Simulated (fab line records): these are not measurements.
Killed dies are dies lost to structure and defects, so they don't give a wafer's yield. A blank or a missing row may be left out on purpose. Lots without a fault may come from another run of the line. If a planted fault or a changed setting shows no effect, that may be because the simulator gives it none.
A struck lot beside a sound one    flow sfq line    17 out of 325 route steps
Sound: these wafers, L729.3, L729.4, L729.6. The struck wafers were L735.3, L735.4, L735.5. The cause is given at the end.
For every step that has rows: the tool of each side, followed by ch and its chambers, followed by its first start. Under that, the readings that differ: sound wafers    struck wafers    difference of the means    sigmas: that difference in standard deviations of wafers without a fault.
alike: a reading whose means differ by less than 2 such deviations, as well as words and numbers matching on both sides. not compared: withheld readings; readings where some wafer has no value; bounds like >300 that might hide an equal value; numbers whose values overlap and for which the record gives no deviation.
A row with sigmas, a row that says differs or no value, or rows on one side alone: a step with any of these is where the two part. Non-overlapping numbers with no deviation appear without sigmas and do not part them. A reading that every wafer of one side lacks parts them only if that side has two wafers or more.

SFQ_TRILAYER_L0_VIA_BARC_OPEN_VIA_ETCH_021: etches BARC in O2, target depth 125 nm, time 41.7 s.
  sound on rie diel-01 ch 0,1,2, day 8 03:03; struck on rie diel-01 ch 0,2, day 10 04:48
  alike: drypump motor current A, oes product au
  not compared: rf hours counter h
SFQ_TRILAYER_L0_VIA_ETCH_VIA_ETCH_016: etches SiO2 in CHF3, stops on MoNx KI, target depth 80 nm.
  sound on rie diel-01 ch 0,1,2, day 8 03:05; struck on rie diel-01 ch 0,2, day 10 04:50
  alike: drypump motor current A, oes product au
SFQ_TRILAYER_L0_VIA_STRIP_STRIP_017: strips in O2.
  sound on rie metal-03 ch 0,1, day 8 03:20; struck on rie metal-04 ch 0,1, day 10 05:05
  alike: drypump motor current A, oes product au
  not compared: rf hours counter h
then, 2 steps without rows for these wafers: SFQ_TRILAYER_L0_VIA_STRIP_SOLV_CLEAN_018 (cleans in NMP, time 600 s); SFQ_TRILAYER_M0_DEP_PRE_CLEAN_020 (time 15 s).
SFQ_TRILAYER_M0_DEP_SPUTTER_019: material Nb, target thk 200 nm, time 133.3 s.
  sound: pvd sputter-06 at day 8 03:56; struck: pvd sputter-04 at day 10 05:41
  alike: throttle valve pct
SFQ_M0_RS_MEAS_904: a four-point-probe measurement.
  sound: film metro-04 at day 8 04:04; struck: film metro-04 at day 10 05:49
reading            sound              struck             difference  sigmas
M0_NB_RS (ohm/sq)  0.905 0.921 0.903  0.875 0.881 0.871  -0.034      -3
then, 4 steps without rows for these wafers: SFQ_TRILAYER_M0_LITHO_COAT_026 (resist thk 62 nm); SFQ_TRILAYER_M0_LITHO_COAT_021 (resist thk 600 nm); SFQ_TRILAYER_M0_LITHO_SOFTBAKE_025; SFQ_TRILAYER_M0_LITHO_EXPOSE_022 (exposes mask M0, target cd 500 nm).
SFQ_TRILAYER_M0_LITHO_PEB_024: peb time 60 s.
  sound on litho track-02 ch 0, day 10 05:43; struck on litho track-02 ch 0, day 12 05:16
reading                   sound              struck             difference  sigmas
heater power total W (W)  79.20 79.12 79.01  83.94 83.81 83.94  +4.79       +69
  alike: resist line temp C
then, 1 step without rows for these wafers: SFQ_TRILAYER_M0_LITHO_DEVELOP_023 (time 60 s).
SFQ_M0_OVL_MEAS_906:
  sound: overlay-01 at day 10 05:59; struck: overlay-02 at day 12 05:32
reading      sound    struck  difference  sigmas
M0_OVL (nm)  0 -8 -6  9 5 14  +14         +3
SFQ_TRILAYER_M0_BARC_OPEN_METAL_ETCH_031: etches BARC in O2, target depth 125 nm, time 41.7 s.
  sound on rie metal-02 ch 0,1, day 10 06:01; struck on rie metal-03 ch 0,1, day 12 05:34
reading              sound              struck             difference  sigmas
model.M0.cd nm (nm)  499.8 500.9 498.9  527.8 528.2 527.7  +28.0       
  alike: drypump motor current A, oes product au
  not compared: rf hours counter h
SFQ_TRILAYER_M0_ETCH_METAL_ETCH_024: etches Nb in Cl2/Ar, stops on SiO2, target depth 240 nm, time 120 s.
  sound on rie metal-02 ch 0,1, day 10 06:07; struck on rie metal-03 ch 0,1, day 12 05:40
reading                sound              struck             difference  sigmas
oes product au (a.u.)  0.885 0.877 0.893  0.899 0.900 0.912  +0.019      +2
model.M0.cd nm (nm)    499.3 501.4 500.3  529.4 526.5 528.2  +27.7       
  alike: drypump motor current A
  not compared: rf hours counter h
SFQ_TRILAYER_M0_STRIP_STRIP_025: strips in O2.
  sound on rie metal-02 ch 0,1, day 10 06:23; struck on rie metal-03 ch 0,1, day 12 05:56
  alike: drypump motor current A, oes product au
  not compared: rf hours counter h

## WHERE THEY PART
Last at SFQ_TRILAYER_M0_ETCH_METAL_ETCH_024 as far as this record goes, first at SFQ_M0_RS_MEAS_904. Later steps at which nothing parts them and some readings are alike: SFQ_TRILAYER_M0_STRIP_STRIP_025.

WHY: the cause the simulator had injected
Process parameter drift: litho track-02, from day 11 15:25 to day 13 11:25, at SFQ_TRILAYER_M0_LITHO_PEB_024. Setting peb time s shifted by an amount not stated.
